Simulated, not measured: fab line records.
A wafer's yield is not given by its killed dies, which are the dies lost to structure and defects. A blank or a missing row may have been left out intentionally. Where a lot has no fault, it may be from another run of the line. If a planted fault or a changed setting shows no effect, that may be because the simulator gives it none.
Comparing a struck lot with a sound one + flow gf180mcu + 36 steps out of a route of 602
Sound: wafers L297.1, L297.3, L297.4. Struck: wafers L306.2, L306.3. (L306.5 of the same lot was not struck and is left out.) The cause comes at the end.
For every step that has rows: the tool of each side, followed by ch and its chambers, followed by its first start. Under that, the readings that differ: sound wafers + struck wafers + difference of the means + sigmas: that difference in standard deviations of wafers without a fault.
alike: words and numbers the same on both sides, and readings whose means are apart by under 2 such deviations; not compared: readings that were withheld, readings missing a value for some wafer, numbers with overlapping values and no deviation given by the record, and bounds like >300 which may hide the same value.
Wherever a step has rows on one side only, a row that says differs or no value, or a row with sigmas, the two part there. When numbers do not overlap yet have no deviation, they are printed without sigmas and do not part them. A reading that every wafer of one side lacks parts them only if that side has two wafers or more.

first, 2 steps without rows for these wafers: GF_M2_PEB_12 (peb time 90 s); GF_M2_DEVELOP_13 (develop time 60 s).
GF_M2_CD_MEAS_14 targets a cd of 280 nm.
  sound on cd_sem-01, day 18 23:32; struck on cd_sem-01, day 22 16:59
  alike: cd_nm
GF_M2_OVL_MEAS_15:
  sound on overlay-02, day 18 23:39; struck on overlay-01, day 22 17:05
  alike: M2_OVL
GF_M2_METAL_ETCH_16: etches the open film in Cl2/BCl3, stops on SiO2, target depth 750.8 nm, time 125.1 s.
  sound on rie_metal-02 ch 0,1, day 18 23:41; struck on rie_metal-03 ch 0, day 22 17:10
| reading                     | sound          | struck    | difference | sigmas |
|-----------------------------|----------------|-----------|------------|--------|
| drypump_motor_current_A (A) | 5.87 5.87 5.89 | 5.43 5.44 | -0.44      | -2     |
  alike: oes_product_au, throttle_valve_pct
  not compared: rf_hours_counter_h
then, 4 steps without rows for these wafers: GF_M2_STRIP_17 (strips in O2/N2); GF_M2_STRIP_18 (strips in post etch residue remover, time 1200 s); GF_M2_CLEAN_19 (cleans in DIW); GF_V2_CVD_00 (deposits SiO2, target thk 600 nm, time 100 s).
GF_V2_THK_MEAS_01:
  sound on film_metro-02, day 19 00:25; struck on film_metro-03, day 22 18:00
  alike: V2_CVD_00_THK
GF_V2_CVD_02: deposits SiO2 from TEOS, target thk 850 nm, time 94.851 s.
  sound on pecvd-03 ch 0,1,2, day 19 00:29; struck on pecvd-04 ch 0,2, day 22 18:03
  alike: heater_power_outer_w, heater_power_w
GF_V2_THK_MEAS_03:
  sound on film_metro-04, day 19 00:33; struck on film_metro-03, day 22 18:08
  alike: V2_CVD_02_THK
GF_V2_CMP_04: polishes SiO2.
  sound on cmp-02 ch 0,2,3, day 19 00:37; struck on cmp-01 ch 0,3, day 22 18:11
| reading                             | sound           | struck      | difference | sigmas |
|-------------------------------------|-----------------|-------------|------------|--------|
| time_to_endpoint_s (s)              | 78 76 84        | 49 54       | -28        | -5     |
| model.SiO2_of_V2_CVD_02.thk_nm (nm) | 633 632.8 632.8 | 693.6 694.5 | +61.2      |        |
  alike: motor_current_A
GF_V2_BOW_MEAS_05:
  sound on film_metro-04, day 19 00:55; struck on film_metro-04, day 22 18:47
| reading     | sound      | struck | difference                    | sigmas |
|-------------|------------|--------|-------------------------------|--------|
| V2_BOW (um) | 104 97 111 | - -    | no value on the struck wafers |        |
  not compared: hold
then, 7 steps without rows for these wafers: GF_V2_HMDS_07 (prime time 60 s); GF_V2_COAT_08; GF_V2_COAT_09 (resist thk 1000 nm); GF_V2_SOFTBAKE_10 (time 60 s); GF_V2_EXPOSE_11 (exposes mask Via2, target cd 260 nm); GF_V2_PEB_12 (peb time 90 s); GF_V2_DEVELOP_13 (develop time 60 s).
GF_V2_CD_MEAS_14 targets a cd of 260 nm.
  sound on cd_sem-01, day 20 02:02; struck on cd_sem-02, day 23 17:14
  alike: cd_nm
GF_V2_OVL_MEAS_15:
  sound on overlay-01, day 20 02:10; struck on overlay-01, day 23 17:20
  alike: V2_OVL
GF_V2_ETCH_16: etches BARC in N2/H2.
  sound on rie_diel-02 ch 0,2,3, day 20 02:12; struck on rie_diel-03 ch 1,3, day 23 17:22
  alike: drypump_motor_current_A, h2_flow_sccm, oes_product_au, throttle_valve_pct
GF_V2_ETCH_17: etches SiO2 in C4F8/O2/Ar, stops on TiN, target depth 630 nm.
  sound: rie_diel-02 ch 0,2,3; struck: rie_diel-03 ch 1,3
| reading                        | sound             | struck      | difference | sigmas |
|--------------------------------|-------------------|-------------|------------|--------|
| oes_product_au (a.u.)          | 0.848 0.851 0.856 | 0.904 0.905 | +0.053     | +12    |
| model.V2.feature_depth_nm (nm) | 633 632.8 632.8   | 693.6 694.5 | +61.2      |        |
| model.etch.depth_nm (nm)       | 633 632.8 632.8   | 693.6 694.5 | +61.2      |        |
GF_V2_STRIP_18: strips in O2/N2.
  sound on plasma_asher-01 ch 0,1, day 20 02:20; struck on plasma_asher-03 ch 0,1, day 23 17:29
  alike: drypump_motor_current_A, heater_power_w, oes_product_au
  not compared: rf_hours_counter_h
then, 4 steps without rows for these wafers: GF_V2_STRIP_19 (strips in post etch residue remover, time 1200 s); GF_V2_CLEAN_20 (cleans in DIW); GF_V2_SPUTTER_21 (material Ti, target thk 15 nm, time 80.02 s); GF_V2_SPUTTER_22 (material TiN, target thk 10 nm, time 40 s).
GF_V2_CVD_23: deposits W, target thk 350 nm, time 104.94 s.
  sound on cvd_w-01 ch 0,1, day 20 02:58; struck on cvd_w-02 ch 0, day 23 18:08
  alike: heater_power_outer_w, heater_power_w
GF_V2_RS_MEAS_24: measures by four-point-probe.
  sound on film_metro-03, day 20 03:04; struck on film_metro-04, day 23 18:16
  alike: V2_W_RS
GF_V2_THK_MEAS_25: measures by xrf.
  sound on film_metro-03, day 20 03:11; struck on film_metro-04, day 23 18:23
  alike: V2_W_THK
GF_V2_CMP_26: polishes, stops on SiO2, t overpolish 15 s, target thk 0 nm.
  sound on cmp-02 ch 0,1,2, day 20 03:15; struck on cmp-02 ch 0,1, day 23 18:29
| reading                             | sound         | struck      | difference | sigmas |
|-------------------------------------|---------------|-------------|------------|--------|
| model.SiO2_of_V2_CVD_02.thk_nm (nm) | 629.2 629 629 | 689.8 690.7 | +61.2      |        |
  alike: motor_current_A
then, 2 steps without rows for these wafers: GF_M3_SPUTTER_00 (material Ti, target thk 37.5 nm, time 150 s); GF_PASSIVATION_PROBE_99.

WHERE THEY PART
First at GF_M2_METAL_ETCH_16; last, within this record, at GF_V2_ETCH_17. Later steps at which nothing parts them and some readings are alike: GF_V2_STRIP_18, GF_V2_CVD_23, GF_V2_RS_MEAS_24, GF_V2_THK_MEAS_25, GF_V2_CMP_26.

WHY: whatever the simulator had introduced
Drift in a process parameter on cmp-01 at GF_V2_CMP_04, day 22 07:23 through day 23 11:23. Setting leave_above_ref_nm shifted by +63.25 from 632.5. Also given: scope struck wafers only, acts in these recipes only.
